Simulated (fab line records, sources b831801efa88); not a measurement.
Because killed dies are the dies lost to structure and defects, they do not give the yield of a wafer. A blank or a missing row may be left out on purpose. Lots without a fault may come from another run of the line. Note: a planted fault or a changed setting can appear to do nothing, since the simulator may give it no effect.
fab line records    flow sfq-line
record: lots: 6  wafers: 18  last-day: 94
route steps=325 shown M0@32 I0@43 M1@58 I1@73 M8@325
lots that met no fault: taken from a fault-free run of the same line
start-h: hours from the record's first day to the start of the lot's first wafer shown    wait-h: how many hours have passed since the lot's step before this one    " as in the row above    L1.1+2: one row covering several wafers at once    - no value, or no start given    * or withheld: withheld    < > ~ a bound
route shown NAME@n: a module of which the file shows steps, and the number in the route of the first    usual: mean and standard deviation over wafers with no fault    same: alike in all rows    chamber/n: place in a boat    sites: per-site readings    _std_site: the values' standard deviation    _edge_site: inner sites' mean taken away from outer sites' mean    radius-mm: for every site, how far away it sits from the centre of the wafer    mask NAME#n: copy n    behind: the tool/chamber that last shaped the wafer    hold: why the lot went on hold/how many hours it stayed there/how the hold came to an end    device: names the non-switching transistor (n, p or np)    end of line: tests of these same wafers at the route's end    a step given without rows: its recipe and nothing more    killed: dies lost to structure and defects at the first sort, not the wafer's yield    map: a wafer's dies, x killed, . not, _ none there
set.NAME: the setting as run; set.NAME@STEP: as run at that earlier step    model.NAME: the simulator's own value behind a step, which no gauge read
lots at selected steps of the route; one table per step, one row per wafer
services: a tool's chamber out of use, with start hour (start-h, from the record's first day; less than 0 if before it), hours out, and reason
== steps ==
step: SFQ_TRILAYER_M0_LITHO_COAT_026
recipe: resist: BARC  spin-rpm: 3000  resist-thk-nm: 62
step: SFQ_TRILAYER_M0_LITHO_COAT_021
recipe: resist: KrF  spin-rpm: 3000  resist-thk-nm: 600
step: SFQ_TRILAYER_M0_LITHO_SOFTBAKE_025
recipe: temp-c: withheld  time-s: withheld  resist: KrF
step: SFQ_TRILAYER_M0_LITHO_EXPOSE_022
recipe: mask-id: M0  na: 0.6  source-shape: conventional  sigma-outer: 0.65  target-cd-nm: 500  dose-mj: 14.4
step: SFQ_TRILAYER_M0_LITHO_PEB_024
recipe: peb-temp-c: 115  peb-time-s: 60  resist: KrF
step: SFQ_TRILAYER_M0_LITHO_DEVELOP_023
recipe: time-s: 60  resist: KrF
step: SFQ_M0_OVL_MEAS_906
usual: M0_OVL: 2/5.7
lot.wafer  tool        chamber  start-h  wait-h  M0_OVL[nm]
L345.2     overlay-02  -        295.46   0.1     5
L345.4     "           -        "        "       -4
L345.5     "           -        "        "       -5
L346.1     overlay-01  -        313.58   0.1     1
L346.2     "           -        "        "       5
L346.3     "           -        "        "       0
L355.1     overlay-02  -        397.39   0.1     11
L355.2     "           -        "        "       10
L355.4     "           -        "        "       1
L357.3     overlay-02  -        409.41   0.1     13
L357.4     "           -        "        "       8
L357.5     "           -        "        "       13
L361.1     overlay-02  -        456.32   0.1     0
L361.2     "           -        "        "       -3
L361.4     "           -        "        "       -4
L363.4     overlay-02  -        477.19   0.1     2
L363.5     "           -        "        "       -2
L363.6     "           -        "        "       -8
step: SFQ_TRILAYER_M0_BARC_OPEN_METAL_ETCH_031
recipe: mask-material: PR  chemistry: O2  target-depth-nm: 125  target: BARC  icp-w: 600  bias-w: 80  pressure-mtorr: 10  time-s: 41.7
usual: drypump-motor-current-A: 5.6/0.42  oes-product-au: 0.684/0.0048
lot.wafer  tool          chamber  start-h  wait-h  drypump-motor-current-A  oes-product-au  rf-hours-counter-h
L345.2     rie-metal-02  0        295.49   0.0     5.3                      0.678           28
L345.4     "             1        "        "       6.4                      0.682           -
L345.5     "             1        "        "       6.4                      0.690           -
L346.1     rie-metal-04  1        313.62   0.0     5.2                      0.687           169
L346.2     "             0        "        "       5.3                      0.692           150
L346.3     "             1        "        "       5.2                      0.686           -
L355.1     rie-metal-04  1        397.43   0.0     5.2                      0.687           1
L355.2     "             1        "        "       5.2                      0.686           -
L355.4     "             1        "        "       5.2                      0.678           -
L357.3     rie-metal-02  0        409.45   0.0     5.3                      0.682           -
L357.4     "             1        "        "       6.4                      0.682           -
L357.5     "             0        "        "       5.3                      0.684           -
L361.1     rie-metal-03  1        456.35   0.0     5.8                      0.680           16
L361.2     "             0        "        "       5.5                      0.688           49
L361.4     "             0        "        "       5.5                      0.681           -
L363.4     rie-metal-02  1        477.22   0.0     6.4                      0.687           -
L363.5     "             1        "        "       6.4                      0.682           -
L363.6     "             0        "        "       5.3                      0.685           -
step: SFQ_TRILAYER_M0_ETCH_METAL_ETCH_024
recipe: target: Nb  stop-on: SiO2  mask-material: PR  chemistry: Cl2/Ar  target-depth-nm: 240  icp-w: 600  bias-w: 80  pressure-mtorr: 10  time-s: 120
step: SFQ_TRILAYER_M0_STRIP_STRIP_025
recipe: gas: O2  power-w: 200  platen-temp-c: 40  overash-fraction: 0.65  chemistry: O2  pressure-mtorr: 50
step: SFQ_TRILAYER_M0_STRIP_SOLV_CLEAN_026
recipe: chemistry: NMP  temp-c: 70  time-s: 600
step: SFQ_TRILAYER_I0_DEP_PECVD_027
recipe: material: SiO2  temp-c: 150  time-s: 111.11  pressure-torr: 2.4  rf-w: 183.3  precursor: SiH4/N2O  target-thk-nm: 500
usual: chamber-pressure-Torr: 2.400/0.005  heater-power-w: 90/9  throttle-valve-pct: 24.5/0.96
lot.wafer  tool      chamber  start-h  wait-h  chamber-pressure-Torr  heater-power-w  throttle-valve-pct
L345.2     pecvd-04  0        296.47   0.0     2.404                  85              24.1
L345.4     "         0        "        "       2.399                  88              24.1
L345.5     "         1        "        "       2.405                  82              25.1
L346.1     pecvd-04  0        314.58   0.0     2.395                  99              23.9
L346.2     "         1        "        "       2.404                  79              25.2
L346.3     "         2        "        "       2.402                  92              25.2
L355.1     pecvd-04  1        399.19   0.0     2.407                  74              25.3
L355.2     "         2        "        "       2.400                  90              25.8
L355.4     "         2        "        "       2.397                  91              25.5
L357.3     pecvd-04  0        410.39   0.0     2.391                  99              24.1
L357.4     "         2        "        "       2.404                  94              25.7
L357.5     "         0        "        "       2.403                  99              24.6
L361.1     pecvd-01  0        457.31   0.0     2.399                  75              24.1
L361.2     "         2        "        "       2.400                  97              23.0
L361.4     "         2        "        "       2.399                  101             23.2
L363.4     pecvd-04  1        478.20   0.0     2.393                  82              25.5
L363.5     "         0        "        "       2.397                  91              23.9
L363.6     "         2        "        "       2.389                  90              25.7
step: SFQ_TRILAYER_I0_CMP_CMP_028
recipe: material: SiO2  down-force-psi: 3  platen-rpm: 60  pad-velocity-m-s: 0.94248
usual: motor-current-A: 10.2/0.84  slurry-filter-dp-kPa: 13.51/0.13  time-to-endpoint-s: 217/7.9
lot.wafer  tool    chamber  start-h  wait-h  motor-current-A  slurry-filter-dp-kPa  time-to-endpoint-s  model.SiO2_of_TRILAYER_I0_DEP_PECVD_027.thk-nm
L345.4     cmp-01  2        296.55   0.0     10.0             13.47                 230                 201.7
L345.2     "       0        297.55   1.0     10.4             13.58                 218                 201.1
L345.5     "       3        299.05   2.5     10.0             13.66                 282                 310
L346.1     cmp-01  2        318.88   4.3     9.9              13.55                 282                 305.5
L346.2     "       0        319.88   5.3     10.6             13.54                 210                 199.5
L346.3     "       1        "        "       10.3             13.55                 222                 200.6
L355.1     cmp-02  2        399.27   0.0     10.8             13.38                 209                 198.9
L355.2     "       3        "        "       10.6             13.42                 220                 200.7
L355.4     "       0        "        "       8.2              13.48                 226                 201.6
L357.4     cmp-01  1        410.47   0.0     10.0             13.36                 209                 200.6
L357.3     "       2        "        "       9.4              13.28                 208                 199.9
L357.5     "       2        412.97   2.5     10.2             13.48                 205                 200.1
L361.2     cmp-02  0        458.99   1.6     8.3              13.49                 217                 198.5
L361.4     "       2        459.99   2.6     11.4             13.32                 197                 198.3
L361.1     "       3        "        "       11.1             13.40                 214                 198.4
L363.4     cmp-01  2        478.24   0.0     9.9              13.45                 214                 200.8
L363.5     "       2        480.24   2.0     9.4              13.54                 218                 200.8
L363.6     "       3        "        "       10.1             13.33                 220                 201.8
step: SFQ_I0_BOW_MEAS_907
recipe: mode: bow
usual: I0_BOW: 0/6.7
lot.wafer  tool           chamber  start-h  wait-h  I0_BOW[um]
L345.2     film-metro-02  -        299.57   1.5     -1
L345.4     "              -        "        "       -2
L345.5     "              -        "        "       2
L346.1     film-metro-04  -        321.88   2.5     -9
L346.2     "              -        "        "       2
L346.3     "              -        "        "       -2
L355.1     film-metro-02  -        402.27   2.5     3
L355.2     "              -        "        "       -5
L355.4     "              -        "        "       2
L357.3     film-metro-01  -        413.51   2.0     8
L357.4     "              -        "        "       -3
L357.5     "              -        "        "       3
L361.1     film-metro-04  -        461.99   1.0     4
L361.2     "              -        "        "       2
L361.4     "              -        "        "       -2
L363.4     film-metro-02  -        481.30   2.6     0
L363.5     "              -        "        "       2
L363.6     "              -        "        "       -5
step: SFQ_TRILAYER_I0_METRO_MEASURE_029
usual: thk-nm: 200.1/1.3
lot.wafer  tool           chamber  start-h  wait-h  thk-nm
L345.2     film-metro-02  -        299.87   0.3     201.0
L345.4     "              -        "        "       201.8
L345.5     "              -        "        "       309.9
L346.1     film-metro-04  -        322.00   0.1     305.5
L346.2     "              -        "        "       199.5
L346.3     "              -        "        "       200.5
L355.1     film-metro-02  -        402.39   0.1     199.0
L355.2     "              -        "        "       200.7
L355.4     "              -        "        "       201.4
L357.3     film-metro-01  -        413.99   0.5     199.7
L357.4     "              -        "        "       200.5
L357.5     "              -        "        "       199.9
L361.1     film-metro-04  -        462.11   0.1     198.3
L361.2     "              -        "        "       198.5
L361.4     "              -        "        "       198.3
L363.4     film-metro-02  -        481.96   0.6     200.9
L363.5     "              -        "        "       200.9
L363.6     "              -        "        "       201.6
step: SFQ_TRILAYER_I0_VIA_LITHO_COAT_036
recipe: resist: BARC  spin-rpm: 3000  resist-thk-nm: 62
step: SFQ_TRILAYER_I0_VIA_LITHO_COAT_031
recipe: resist: KrF  spin-rpm: 3000  resist-thk-nm: 650
step: SFQ_TRILAYER_I0_VIA_LITHO_SOFTBAKE_035
recipe: temp-c: withheld  time-s: withheld  resist: KrF
step: SFQ_TRILAYER_I0_VIA_LITHO_EXPOSE_032
recipe: mask-id: I0  na: 0.6  source-shape: conventional  sigma-outer: 0.65  target-cd-nm: 500  dose-mj: 21.3
step: SFQ_TRILAYER_I0_VIA_LITHO_PEB_034
recipe: peb-temp-c: 115  peb-time-s: 60  resist: KrF
step: SFQ_TRILAYER_I0_VIA_LITHO_DEVELOP_033
recipe: time-s: 60  resist: KrF
step: SFQ_I0_OVL_MEAS_908
usual: I0_OVL: 0/5
lot.wafer  tool        chamber  start-h  wait-h  I0_OVL[nm]
L345.2     overlay-02  -        438.32   0.1     1
L345.4     "           -        "        "       4
L345.5     "           -        "        "       3
L346.1     overlay-01  -        462.77   0.1     2
L346.2     "           -        "        "       4
L346.3     "           -        "        "       5
L355.1     overlay-01  -        564.82   0.1     2
L355.2     "           -        "        "       0
L355.4     "           -        "        "       2
L357.3     overlay-02  -        579.92   0.1     3
L357.4     "           -        "        "       6
L357.5     "           -        "        "       9
L361.1     overlay-02  -        620.71   0.1     6
L361.2     "           -        "        "       5
L361.4     "           -        "        "       6
L363.4     overlay-01  -        639.93   0.1     -4
L363.5     "           -        "        "       2
L363.6     "           -        "        "       0
step: SFQ_TRILAYER_I0_VIA_BARC_OPEN_VIA_ETCH_046
recipe: mask-material: PR  chemistry: O2  target-depth-nm: 125  target: BARC  source-w: 500  bias-w: 80  pressure-mtorr: 30  time-s: 41.7
step: SFQ_TRILAYER_I0_VIA_ETCH_VIA_ETCH_034
recipe: target: SiO2  stop-on: Nb  mask-material: PR  taper-deg: 20  chemistry: CHF3  target-depth-nm: 260  source-w: 500  bias-w: 80  pressure-mtorr: 30  time-s: withheld
usual: drypump-motor-current-A: 5.5/0.37  oes-product-au: 0.855/0.0055
lot.wafer  tool         chamber  start-h  wait-h  drypump-motor-current-A  oes-product-au  model.etch.depth-nm  model.I0.feature-depth-nm
L345.2     rie-diel-04  3        438.39   0.0     5.5                      0.859           201.1                201.1
L345.4     "            1        "        "       5.8                      0.857           201.7                201.7
L345.5     "            3        "        "       5.5                      0.994           255.2                255.2
L346.1     rie-diel-03  2        462.86   0.0     5.7                      1.004           259.7                259.7
L346.2     "            1        "        "       5.6                      0.850           199.5                199.5
L346.3     "            2        "        "       5.7                      0.855           200.6                200.6
L355.1     rie-diel-04  3        564.89   0.0     5.4                      0.852           198.9                198.9
L355.2     "            1        "        "       5.9                      0.851           200.7                200.7
L355.4     "            0        "        "       5.0                      0.859           201.6                201.6
L357.3     rie-diel-04  0        579.99   0.0     5.0                      0.856           199.9                199.9
L357.4     "            2        "        "       4.9                      0.857           200.6                200.6
L357.5     "            2        "        "       4.9                      0.858           200.1                200.1
L361.1     rie-diel-04  0        620.79   0.0     5.0                      0.855           198.4                198.4
L361.2     "            1        "        "       5.9                      0.849           198.5                198.5
L361.4     "            2        "        "       4.9                      0.844           198.3                198.3
L363.4     rie-diel-01  3        640.04   0.1     5.6                      0.848           200.8                200.8
L363.5     "            1        "        "       5.4                      0.863           200.8                200.8
L363.6     "            0        "        "       5.6                      0.853           201.8                201.8
step: SFQ_TRILAYER_I0_VIA_STRIP_STRIP_035
recipe: gas: O2  power-w: 200  platen-temp-c: 40  overash-fraction: 0.65  chemistry: O2  pressure-mtorr: 50
usual: drypump-motor-current-A: 5.42/0.18  oes-product-au: 1.006/0.0099
lot.wafer  tool          chamber  start-h  wait-h  drypump-motor-current-A  oes-product-au  rf-hours-counter-h
L345.2     rie-metal-03  0        438.51   -       5.51                     0.995           45
L345.4     "             0        "        "       5.50                     0.992           -
L345.5     "             0        "        "       5.52                     0.989           -
L346.1     rie-metal-01  0        463.03   -       5.38                     1.002           63
L346.2     "             1        "        "       5.34                     1.022           137
L346.3     "             0        "        "       5.41                     0.995           -
L355.1     rie-metal-03  0        565.01   -       5.49                     0.997           63
L355.2     "             1        "        "       5.78                     1.017           30
L355.4     "             0        "        "       5.52                     0.991           -
L357.3     rie-metal-01  1        580.30   -       5.36                     1.008           -
L357.4     "             0        "        "       5.42                     0.993           -
L357.5     "             1        "        "       5.36                     1.017           -
L361.1     rie-metal-03  1        620.90   -       5.80                     1.014           37
L361.2     "             1        "        "       5.78                     1.014           -
L361.4     "             1        "        "       5.76                     1.006           -
L363.4     rie-metal-01  0        640.30   -       5.39                     0.994           -
L363.5     "             0        "        "       5.40                     1.003           -
L363.6     "             1        "        "       5.37                     1.013           -
step: SFQ_TRILAYER_I0_VIA_STRIP_SOLV_CLEAN_036
recipe: chemistry: NMP  temp-c: 70  time-s: 600
step: SFQ_TRILAYER_M1_DEP_PRE_CLEAN_038
recipe: gas: Ar  time-s: 22.5  bias-v: 250
lot.wafer  tool            chamber  start-h  wait-h  model.SiO2_of_TRILAYER_I0_DEP_PECVD_027.thk-nm
L345.2     pvd-sputter-05  -        439.28   0.0     193.6
L345.4     "               -        "        "       194.2
L345.5     "               -        "        "       302.5
L346.1     pvd-sputter-03  -        463.81   0.0     298
L346.2     "               -        "        "       192
L346.3     "               -        "        "       193.1
L355.1     pvd-sputter-03  -        565.78   0.0     191.4
L355.2     "               -        "        "       193.2
L355.4     "               -        "        "       194.1
L357.3     pvd-sputter-03  -        580.87   0.0     192.4
L357.4     "               -        "        "       193.1
L357.5     "               -        "        "       192.6
L361.1     pvd-sputter-03  -        622.27   0.0     190.9
L361.2     "               -        "        "       191
L361.4     "               -        "        "       190.8
L363.4+5   pvd-sputter-03  -        640.87   0.0     193.3
L363.6     "               -        "        "       194.3
step: SFQ_TRILAYER_M1_DEP_SPUTTER_037
recipe: material: Nb  base-pressure-pa: 1.33e-06  chamber-pressure-pa: 0.1333  substrate-temp-c: 20  resputter-cathode-voltage-v: 400  target-thk-nm: 200  power-w: 2000  time-s: 133.3
step: SFQ_M1_RS_MEAS_909
recipe: thk-meas-gauge: four-point-probe  reads: Nb_of_TRILAYER_M1_DEP_SPUTTER_037
usual: M1_NB_RS: 0.893/0.01
lot.wafer  tool           chamber  start-h  wait-h  M1_NB_RS[ohm/sq]
L345.2     film-metro-03  -        439.42   0.1     0.898
L345.4     "              -        "        "       0.903
L345.5     "              -        "        "       0.903
L346.1     film-metro-03  -        463.93   0.0     0.899
L346.2     "              -        "        "       0.890
L346.3     "              -        "        "       0.884
L355.1     film-metro-02  -        565.90   0.0     0.897
L355.2     "              -        "        "       0.892
L355.4     "              -        "        "       0.890
L357.3     film-metro-03  -        581.03   0.1     0.891
L357.4     "              -        "        "       0.882
L357.5     "              -        "        "       0.882
L361.1     film-metro-04  -        622.39   0.0     0.886
L361.2     "              -        "        "       0.894
L361.4     "              -        "        "       0.881
L363.4     film-metro-02  -        641.05   0.1     0.880
L363.5     "              -        "        "       0.878
L363.6     "              -        "        "       0.875
step: SFQ_TRILAYER_M1_LITHO_COAT_044
recipe: resist: BARC  spin-rpm: 3000  resist-thk-nm: 62
step: SFQ_TRILAYER_M1_LITHO_COAT_039
recipe: resist: KrF  spin-rpm: 3000  resist-thk-nm: 600
step: SFQ_TRILAYER_M1_LITHO_SOFTBAKE_043
recipe: temp-c: withheld  time-s: withheld  resist: KrF
step: SFQ_TRILAYER_M1_LITHO_EXPOSE_040
recipe: mask-id: M1  na: 0.6  source-shape: conventional  sigma-outer: 0.65  target-cd-nm: 500  dose-mj: 14.4
step: SFQ_TRILAYER_M1_LITHO_PEB_042
recipe: peb-temp-c: 115  peb-time-s: 60  resist: KrF
step: SFQ_TRILAYER_M1_LITHO_DEVELOP_041
recipe: time-s: 60  resist: KrF
step: SFQ_M1_OVL_MEAS_911
usual: M1_OVL: 2/6.7
lot.wafer  tool        chamber  start-h  wait-h  M1_OVL[nm]
L345.2     overlay-02  -        597.92   0.1     3
L345.4     "           -        "        "       1
L345.5     "           -        "        "       4
L346.1     overlay-01  -        621.91   0.1     19
L346.2     "           -        "        "       15
L346.3     "           -        "        "       22
L355.1     overlay-02  -        722.18   0.1     -5
L355.2     "           -        "        "       -4
L355.4     "           -        "        "       -9
L357.3     overlay-01  -        740.08   0.1     -4
L357.4     "           -        "        "       -5
L357.5     "           -        "        "       -4
L361.1     overlay-02  -        781.45   0.1     -4
L361.2     "           -        "        "       -2
L361.4     "           -        "        "       -3
L363.4     overlay-02  -        797.07   0.1     0
L363.5     "           -        "        "       -7
L363.6     "           -        "        "       -5
step: SFQ_TRILAYER_M1_BARC_OPEN_METAL_ETCH_054
recipe: mask-material: PR  chemistry: O2  target-depth-nm: 125  target: BARC  icp-w: 600  bias-w: 80  pressure-mtorr: 10  time-s: 41.7
usual: drypump-motor-current-A: 5.6/0.36  oes-product-au: 0.685/0.0042
lot.wafer  tool          chamber  start-h  wait-h  drypump-motor-current-A  oes-product-au  rf-hours-counter-h
L345.2     rie-metal-01  1        597.95   0.0     5.4                      0.683           3
L345.4     "             0        "        "       5.4                      0.686           -
L345.5     "             1        "        "       5.4                      0.687           -
L346.1     rie-metal-02  1        621.95   0.0     6.4                      0.681           31
L346.2     "             0        "        "       5.3                      0.686           78
L346.3     "             0        "        "       5.3                      0.679           -
L355.1     rie-metal-03  1        722.22   0.0     5.8                      0.686           45
L355.2     "             0        "        "       5.5                      0.687           74
L355.4     "             0        "        "       5.5                      0.683           -
L357.3     rie-metal-01  1        740.12   0.0     5.4                      0.678           -
L357.4     "             0        "        "       5.4                      0.690           -
L357.5     "             1        "        "       5.4                      0.692           -
L361.1     rie-metal-03  0        781.49   0.0     5.5                      0.685           79
L361.2     "             1        "        "       5.8                      0.679           50
L361.4     "             1        "        "       5.8                      0.683           -
L363.4     rie-metal-02  0        797.11   0.0     5.3                      0.679           -
L363.5     "             0        "        "       5.3                      0.690           -
L363.6     "             1        "        "       6.5                      0.687           -
step: SFQ_TRILAYER_M1_ETCH_METAL_ETCH_042
recipe: target: Nb  stop-on: SiO2  mask-material: PR  chemistry: Cl2/Ar  target-depth-nm: 240  icp-w: 600  bias-w: 80  pressure-mtorr: 10  time-s: 120
usual: drypump-motor-current-A: 5.6/0.36  oes-product-au: 0.892/0.0073
lot.wafer  tool          chamber  start-h  wait-h  drypump-motor-current-A  oes-product-au  rf-hours-counter-h
L345.2     rie-metal-01  1        598.01   0.0     5.4                      0.889           3
L345.4     "             0        "        "       5.4                      0.885           -
L345.5     "             1        "        "       5.4                      0.883           -
L346.1     rie-metal-02  1        622.01   0.0     6.5                      0.886           31
L346.2     "             0        "        "       5.3                      0.889           78
L346.3     "             0        "        "       5.3                      0.893           -
L355.1     rie-metal-03  1        722.28   0.0     5.8                      0.888           45
L355.2     "             0        "        "       5.5                      0.890           74
L355.4     "             0        "        "       5.5                      0.897           -
L357.3     rie-metal-01  1        740.20   0.1     5.4                      0.890           -
L357.4     "             0        "        "       5.4                      0.895           -
L357.5     "             1        "        "       5.4                      0.900           -
L361.1     rie-metal-03  0        781.55   0.0     5.5                      0.899           79
L361.2     "             1        "        "       5.8                      0.891           50
L361.4     "             1        "        "       5.8                      0.902           -
L363.4     rie-metal-02  0        797.19   0.1     5.3                      0.896           -
L363.5     "             0        "        "       5.3                      0.911           -
L363.6     "             1        "        "       6.4                      0.903           -
step: SFQ_TRILAYER_M1_STRIP_STRIP_043
recipe: gas: O2  power-w: 200  platen-temp-c: 40  overash-fraction: 0.65  chemistry: O2  pressure-mtorr: 50
step: SFQ_TRILAYER_M1_STRIP_SOLV_CLEAN_044
recipe: chemistry: NMP  temp-c: 70  time-s: 600
step: SFQ_TRILAYER_I1_DEP_PECVD_045
recipe: material: SiO2  temp-c: 150  time-s: 111.11  pressure-torr: 2.4  rf-w: 183.3  precursor: SiH4/N2O  target-thk-nm: 500
step: SFQ_M8_BOW_MEAS_951
recipe: mode: bow
usual: M8_BOW: 8/9.7
lot.wafer  tool           chamber  start-h  wait-h  M8_BOW[um]  model.etest.i0.link-ohm
L345.2     film-metro-04  -        1897.59  0.0     4           1.97
L345.4     "              -        "        "       3           1.986
L345.5     "              -        "        "       6           1e+06
L346.1     film-metro-02  -        1914.37  0.0     -5          1e+06
L346.2     "              -        "        "       5           1.978
L346.3     "              -        "        "       2           1.99
L355.1     film-metro-02  -        2168.54  0.0     8           1.971
L355.2     "              -        "        "       -1          1.972
L355.4     "              -        "        "       6           1.962
L357.3     film-metro-04  -        2175.54  0.0     44          1.957
L357.4     "              -        "        "       32          1.939
L357.5     "              -        "        "       39          1.937
L361.1     film-metro-01  -        2257.64  0.0     18          1.961
L361.2     "              -        "        "       15          1.984
L361.4     "              -        "        "       11          1.963
L363.4     film-metro-04  -        2266.10  0.1     6           1.963
L363.5     "              -        "        "       9           1.953
L363.6     "              -        "        "       2           1.946
== services ==
tool            chamber  start-h  hours  kind
pecvd-04        -        283.86   3.4    repair
pvd-sputter-03  -        294.09   1.5    repair
rie-metal-01    -        323.76   1.2    repair
pvd-sputter-03  -        358.34   4.2    repair
pecvd-04        -        381.83   5.5    pm
rie-metal-01    -        422.46   0.2    repair
pecvd-04        1        426.57   39.2   repair
pvd-sputter-03  -        427.33   1.2    repair
rie-metal-03    1        443.79   8.5    repair
rie-metal-02    -        456.79   0.6    repair
pecvd-04        -        462.36   1.4    repair
rie-metal-03    -        498.99   4.9    repair
pvd-sputter-03  -        523.77   3.4    repair
rie-metal-03    -        578.56   1.0    repair
rie-metal-03    0        599.35   48.2   repair
pvd-sputter-03  -        617.97   2.3    repair
rie-metal-03    1        627.63   16.1   repair
rie-metal-02    -        633.73   0.5    repair
rie-metal-03    -        646.13   28.1   pm
rie-metal-03    -        674.23   2.8    pm
rie-metal-03    1        685.24   2.5    repair
rie-metal-02    -        746.79   0.6    repair
rie-metal-03    -        751.85   15.6   pm
rie-metal-02    0        775.72   5.6    repair
== key ==
first-sign: step: SFQ_TRILAYER_I0_CMP_CMP_028  reading: time-to-endpoint-s  direction: up  sigmas: 8.3  usual: *  struck: *
effect: step: SFQ_TRILAYER_I0_METRO_MEASURE_029  reading: thk-nm  direction: up  sigmas: 86  usual: 200.1  struck: 307.7
effect: step: SFQ_TRILAYER_I0_VIA_ETCH_VIA_ETCH_034  reading: oes-product-au  direction: up  sigmas: 26  usual: 0.855  struck: 0.999
model-effect: step: SFQ_TRILAYER_I0_CMP_CMP_028  value: SiO2_of_TRILAYER_I0_DEP_PECVD_027.thk-nm  without: 201.7  struck: 307.7
model-effect: step: SFQ_TRILAYER_I0_VIA_ETCH_VIA_ETCH_034  value: etch.depth-nm  without: 201.7  struck: 257.4
model-effect: step: SFQ_TRILAYER_M1_DEP_PRE_CLEAN_038  value: SiO2_of_TRILAYER_I0_DEP_PECVD_027.thk-nm  without: 194.2  struck: 300.2
model-effect: step: SFQ_M8_BOW_MEAS_951  value: etest.i0.link-ohm  without: 1.983  struck: 1e+06
met-at SFQ_TRILAYER_I0_CMP_CMP_028
struck-wafers L345.5,L346.1
fault: kind: process-parameter-drift  tool: cmp-01  chamber: -  onset-h: 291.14  steps: SFQ_TRILAYER_I0_CMP_CMP_028  channel: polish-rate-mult  offset: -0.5  shape: step  end-h: 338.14  scope: struck-wafers-only
